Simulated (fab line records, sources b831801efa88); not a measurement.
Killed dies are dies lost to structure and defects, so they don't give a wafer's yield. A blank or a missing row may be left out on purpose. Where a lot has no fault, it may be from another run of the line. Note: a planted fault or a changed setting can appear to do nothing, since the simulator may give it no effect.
2 desks, one fault	flow gf180mcu	numbers are kept per desk, each desk with only its own; the story behind them comes last

FOR THE TOOL OWNER'S DESK: iline-stepper-02
The tool's own readings at GF_DNWELL_EXPOSE_04 (exposes mask DNWELL, target cd 1700 nm): means of the sampled wafers that have a number, for each lot that ran on this tool. If a lot's mean is further than 4 standard deviations from the usual mean, the lot is out of limits and carries the mark OUT (the distance appears in the brackets).
Columns: A = exposure-dose-mJ-cm2 at GF_DNWELL_EXPOSE_04, usual 259.99; B = focus-offset-nm at GF_DNWELL_EXPOSE_04, usual 0.0 nm; C = reticle-temp-C at GF_DNWELL_EXPOSE_04, usual 23.02 C; D = stage-vel-mm-s at GF_DNWELL_EXPOSE_04, usual 499.98 mm/s
lot	first seen here	A	B	C	D
L713	day 2 14:14	260.14	-0.6	23.00	499.77
L714	day 2 17:55	259.92	-0.1	22.83	500.00
L728	day 5 18:06	260.01	-0.1	22.89	499.94
L730	day 6 06:24	260.10	-0.2	23.08	499.86
L733	day 6 20:48	259.91	-0.0	22.95	499.79
L734	day 7 01:53	260.26	-0.4	22.98	499.68
L735	day 7 06:56	259.88	0.2	23.13	499.95
L736	day 7 14:29	260.04	-0.1	23.11	499.92
Result from this desk: across the 8 lots, nothing is out of limits.

AT THE METROLOGY DESK
Means of the sampled wafers that have a number, per lot and without regard to the tool the lot ran on: this is what the gauges read. If a lot's mean is further than 4 standard deviations from the usual mean, the lot is out of limits and carries the mark OUT (the distance appears in the brackets).
Columns: A = DNWELL_TW at GF_DNWELL_TW_MEAS_09, usual 1343; B = VT_IMPLANT_3_TW at GF_VT_IMPLANT_TW_MEAS_32, usual 267.5; C = POLY_GATE_OXIDATION_THK at GF_POLY_GATE_THK_MEAS_17, usual 3.97 nm; D = cd-nm at GF_HV_LDD_CD_MEAS_07, usual 400.4 nm
lot	first seen here	A	B	C	D
L713	day 2 20:20	1346	266.3	4.00	396.1
L714	day 3 00:01	1351	267.2	4.01	402.6
L715	day 3 04:20	31 (-99 or more) OUT	267.2	4.00	399.6
L716	day 3 10:26	31 (-99 or more) OUT	266.8	3.91	401.8
L721	day 4 13:59	1357	268.3	3.94	401.4
L728	day 6 01:32	1328	266.9	3.87	400.7
L729	day 6 07:32	1325	267.1	4.01	400.8
L730	day 6 13:44	1355	268.2	4.07	399.4
L731	day 6 18:04	1330	265.6	4.00	400.9
L732	day 7 00:47	1344	267.0	3.99	400.4
L733	day 7 04:56	1344	268.7	3.89	402.2
L734	day 7 09:55	1342	268.2	3.94	397.5
L735	day 7 14:56	1342	267.5	3.92	399.6
L736	day 7 22:14	1339	266.4	3.85	404.0
This desk's finding: out of limits on L715, L716; first on L715, day 3 04:20 (DNWELL_TW at GF_DNWELL_TW_MEAS_09). L713, L714, L721, L728, L729, L730, L731, L732, L733, L734, L735, L736 stayed within limits.

PUT TOGETHER
Metrology desk: alarm possible at day 3 04:20 on L715, L716.
The desk of the tool owner found nothing out of limits.
The tool owner's desk has no number on record for L715, L716.
On iline-stepper-02, each named lot ran GF_DNWELL_EXPOSE_04.

WHAT THE SIMULATOR HAD PUT IN
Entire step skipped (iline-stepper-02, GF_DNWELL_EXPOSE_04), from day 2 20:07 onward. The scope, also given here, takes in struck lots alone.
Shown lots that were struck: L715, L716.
Time in hours between the start of the fault and the first out-of-limits reading at each desk: metrology desk, 8.
